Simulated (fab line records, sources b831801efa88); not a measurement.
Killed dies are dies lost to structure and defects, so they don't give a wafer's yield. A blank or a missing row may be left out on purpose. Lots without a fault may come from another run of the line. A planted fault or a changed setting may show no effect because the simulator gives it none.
Chamber matching | flow gf180mcu | GF_CONTACT_CMP_04 on cmp-02: 4 sister chambers
The step polishes SiO2. 14 wafers are shown with their chamber, then 7 later ones without.

WAFERS WITH THEIR CHAMBER
wafer  | chamber | motor_current_A (A) | time_to_endpoint_s (s)
L230.2 | 2       | 12.6                | 114
L230.4 | 1       | 13.7                | 114
L230.6 | 1       | 12.5                | 112
L231.1 | 3       | 10.4                | 104
L231.3 | 1       | 12.5                | 102
L231.6 | 1       | 12.4                | 110
L232.2 | 2       | 12.3                | 111
L232.4 | 1       | 13.2                | 120
L232.6 | 0       | 12.3                | 124
L234.1 | 3       | 9.8                 | 106
L234.3 | 0       | 12.6                | 117
L234.5 | 3       | 10.3                | 120
L236.3 | 2       | 13.3                | 108
L236.5 | 3       | 10.8                | 114

SIGNATURES (means of the wafers above)
reading            | chamber 0 | chamber 1 | chamber 2 | chamber 3 | scatter within a chamber
motor_current_A    | 12.450    | 12.860    | 12.733    | 10.325    | 0.487
time_to_endpoint_s | 120.50    | 111.60    | 111.00    | 111.00    | 6.15
Rule: a wafer's distance from a chamber is the root of the sum, over the readings, of the square of ((its reading less the chamber's mean) divided by the reading's scatter). The wafer belongs to the nearest chamber; if the next one is less than 2 further off, it can't be placed. The scatter: the root of (the sum of the squares of (reading less its chamber's mean) over the shown wafers, divided by (wafers less chambers)).

WAFERS WITHOUT THEIR CHAMBER
wafer  | motor_current_A (A) | time_to_endpoint_s (s)
L236.6 | 12.8                | 116
L246.2 | 11.5                | 109
L246.4 | 12.5                | 112
L246.6 | 12.9                | 114
L249.1 | 10.7                | 110
L249.2 | 12.2                | 116
L249.4 | 12.9                | 123

WHICH CHAMBER EACH WENT THROUGH
wafer  | from the rows above               | in truth
L236.6 | can't be placed: 1 or 2 or 0      | 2
L246.2 | can't be placed: 3 or 2 or 0 or 1 | 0
L246.4 | can't be placed: 2 or 1 or 0      | 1
L246.6 | can't be placed: 1 or 2 or 0      | 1
L249.1 | 3                                 | 3
L249.2 | can't be placed: 0 or 2 or 1      | 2
L249.4 | can't be placed: 0 or 1 or 2      | 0
Placed correctly: 1 of 7. Can't be placed from these rows: 6 (the true chamber is among the candidates in 6). Placed wrongly: 0.
